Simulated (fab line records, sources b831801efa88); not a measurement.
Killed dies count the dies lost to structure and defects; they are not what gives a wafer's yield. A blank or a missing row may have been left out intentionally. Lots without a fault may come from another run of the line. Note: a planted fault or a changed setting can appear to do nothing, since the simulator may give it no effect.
Struck lot and sound lot, side by side / flow sky130 / 28 steps out of a route of 708
Sound: these wafers, L157.1, L157.5, L157.6. Struck: wafers L166.1, L166.4, L166.6. The cause comes at the end.
Order at every step that has rows: each side's tool, ch and its chambers, its first start. Under that, the readings that differ: sound wafers / struck wafers / difference of the means / sigmas: that difference in standard deviations of wafers without a fault.
alike: same words and numbers on both sides, and readings whose means sit less than 2 such deviations apart. not compared: any withheld reading, any reading some wafer has no value for, any bound like >300 that may hide the same value, and any number with overlapping values for which the record gives no deviation.
The two part at a step that has a row with sigmas, a row that says differs or no value, or rows on one side only. Numbers that have no deviation but don't overlap get no sigmas and don't part them. Lack of a reading on every wafer of one side parts them only where that side has two or more wafers.

first, 5 steps without rows for these wafers: SKY_SONOS_ONO_COAT_08 (resist thk 1140 nm); SKY_SONOS_ONO_SOFTBAKE_09 (time 57.51 s); SKY_SONOS_ONO_EXPOSE_10 (exposes mask ONOM, target cd 410 nm); SKY_SONOS_ONO_PEB_11; SKY_SONOS_ONO_DEVELOP_12 (develop time 60 s).
SKY_SONOS_ONO_CD_MEAS_13: target cd 410 nm.
  struck on cd_sem-02, day 16 12:47; sound on cd_sem-02, day 13 04:41
  alike: cd_nm
SKY_SONOS_ONO_OVL_MEAS_14:
  struck on overlay-02, day 16 12:55; sound on overlay-01, day 13 04:48
reading=SONOS_ONO_OVL (nm); sound=2.3 2.6 3.1; struck=0.0 -1.9 -0.8; difference=-3.6; sigmas=-3
SKY_SONOS_ONO_ETCH_15: etches the open film in CHF3/O2, target depth 19.52 nm, time 7.8 s.
  sound on rie_diel-02 ch 0,2,3, day 13 04:50; struck on rie_diel-04 ch 0,1,2, day 16 12:56
  alike: drypump_motor_current_A, oes_product_au, throttle_valve_pct
  not compared: rf_hours_counter_h
then, 1 step without rows for these wafers: SKY_SONOS_ONO_WET_ETCH_16 (etches SiO2 in dHF, target depth 14 nm, time 280 s).
SKY_SONOS_ONO_STRIP_17: strips in O2/N2.
  sound on plasma_asher-01 ch 0,1, day 13 04:58; struck on plasma_asher-04 ch 0,1, day 16 13:04
  alike: drypump_motor_current_A, oes_product_au, strip_time_to_endpoint_s
  not compared: rf_hours_counter_h
then, 2 steps without rows for these wafers: SKY_SONOS_ONO_WET_ETCH_18 (etches Si3N4 in H3PO4, target depth 15 nm, time 172 s); SKY_GATE_OXIDE_CLEAN_00 (cleans in SC1/SC2, time 150 s).
SKY_GATE_OXIDE_OXIDATION_01: stabilise 600 s, purge 300 s, target thk 10.268 nm.
  sound on furnace-01 ch 0, day 13 05:49; struck on furnace-01 ch 0, day 16 13:16
reading=model.SiO2_of_GATE_OXIDE_OXIDATION_01.thk_nm (nm); sound=10.01 10.11 10.24; struck=11.72 11.69 11.83; difference=+1.63; sigmas=
  alike: ox_temp_c_max, spike_tc_bottom_C, spike_tc_lower_C
SKY_GATE_OXIDE_THK_MEAS_02:
  struck on film_metro-04, day 16 14:55; sound on film_metro-03, day 13 07:14
reading=GATE_OXIDE_OXIDATION_00_THK (nm); sound=10.03 10.12 10.27; struck=11.72 11.71 11.85; difference=+1.62; sigmas=+7
  not compared: hold
then, 6 steps without rows for these wafers: SKY_GATE_OXIDE_HMDS_04 (prime time 60 s); SKY_GATE_OXIDE_COAT_05 (resist thk 1140 nm); SKY_GATE_OXIDE_SOFTBAKE_06 (time 60 s); SKY_GATE_OXIDE_EXPOSE_07 (exposes mask LVOM, target cd 600 nm); SKY_GATE_OXIDE_PEB_08; SKY_GATE_OXIDE_DEVELOP_09 (develop time 57.87 s).
SKY_GATE_OXIDE_OVL_MEAS_10:
  struck on overlay-02, day 17 19:43; sound on overlay-01, day 14 09:02
reading=GATE_OXIDE_OVL (nm); sound=0.7 1.4 0.0; struck=-3.7 -3.0 -1.7; difference=-3.5; sigmas=-3
then, 2 steps without rows for these wafers: SKY_GATE_OXIDE_IMPLANT_11; SKY_GATE_OXIDE_WET_ETCH_12 (etches SiO2 in dHF, target depth 16.8 nm, time 336 s).
SKY_GATE_OXIDE_STRIP_13: strips in O2/N2.
  sound on plasma_asher-03 ch 0,1, day 14 09:20; struck on plasma_asher-02 ch 0,1, day 17 20:01
reading=strip_time_to_endpoint_s (s); sound=14.21 14.24 14.22; struck=14.15 14.09 14.10; difference=-0.11; sigmas=-3
  alike: drypump_motor_current_A, oes_product_au
  not compared: rf_hours_counter_h
SKY_GATE_OXIDE_TW_MEAS_14:
  struck on film_metro-01, day 17 20:20; sound on film_metro-03, day 14 09:26
  alike: GATE_OXIDE_TW
  not compared: hold
SKY_GATE_OXIDE_OXIDATION_16: stabilise 600 s, purge 300 s, target thk 3.57 nm.
  sound on furnace-01 ch 0, day 14 10:49; struck on furnace-01 ch 0, day 18 00:58
reading=model.SiO2_of_GATE_OXIDE_OXIDATION_01.thk_nm (nm); sound=11.39 11.45 11.59; struck=12.97 12.93 13.07; difference=+1.51; sigmas=
  alike: ox_temp_c_max, spike_tc_bottom_C, spike_tc_lower_C
then, 1 step without rows for these wafers: SKY_POLY_GATE_CVD_00 (deposits poly-Si, target thk 180 nm, time 720 s).
-- record jumps: 30 days separate the struck wafers' starts on either side; left off in module POLY_GATE, taken up again in module PAD_OPEN, whose first shown step is the route's number 708 --
SKY_PAD_OPEN_PROBE_99:
  struck on prober-01, day 48 12:49; sound on prober-02, day 46 06:10
reading=model.etest.nfet_16v.r_on_ohm_um; sound=1.386e+04 1.388e+04 1.414e+04; struck=1.465e+04 1.472e+04 1.48e+04; difference=+7.633e+02; sigmas=
reading=model.etest.tip_sonos.rs_ohm_sq; sound=2480 2477 2535; struck=2940 2933 2964; difference=+448; sigmas=
reading=model.etest.pfet_g5v0d10v5.r_on_ohm_um; sound=4716 4669 4780; struck=4956 5077 4980; difference=+283; sigmas=
reading=model.etest.nfet_g5v0d10v5.r_on_ohm_um; sound=1887 1866 1892; struck=2012 2036 2001; difference=+135; sigmas=
reading=model.etest.nfet_g5v0d10v5.drive_ua_um; sound=609.4 610.6 601; struck=538.4 540 532.1; difference=-70.2; sigmas=
reading=model.etest.nfet_05v0_nvt.drive_ua_um; sound=580.2 579.6 566.5; struck=513.9 518.6 516.3; difference=-59.2; sigmas=
reading=model.etest.pfet_g5v0d10v5.drive_ua_um; sound=348.4 346.7 338.8; struck=319 313.7 319.6; difference=-27; sigmas=
reading=model.etest.nfet_16v.drive_ua_um; sound=226.2 225.7 220.9; struck=195.9 196.6 194.3; difference=-28.7; sigmas=
  alike: killed_at_M0_to_M3, killed_at_M4_up, killed_at_contacts, killed_at_front_end, killed_at_other, killed_dies, killed_open, killed_short

WHERE THEY PART
First at SKY_SONOS_ONO_OVL_MEAS_14; last, within this record, at SKY_GATE_OXIDE_STRIP_13. Later steps at which nothing parts them and some readings are alike: SKY_GATE_OXIDE_TW_MEAS_14, SKY_GATE_OXIDE_OXIDATION_16, SKY_PAD_OPEN_PROBE_99.

WHY: whatever the simulator had introduced
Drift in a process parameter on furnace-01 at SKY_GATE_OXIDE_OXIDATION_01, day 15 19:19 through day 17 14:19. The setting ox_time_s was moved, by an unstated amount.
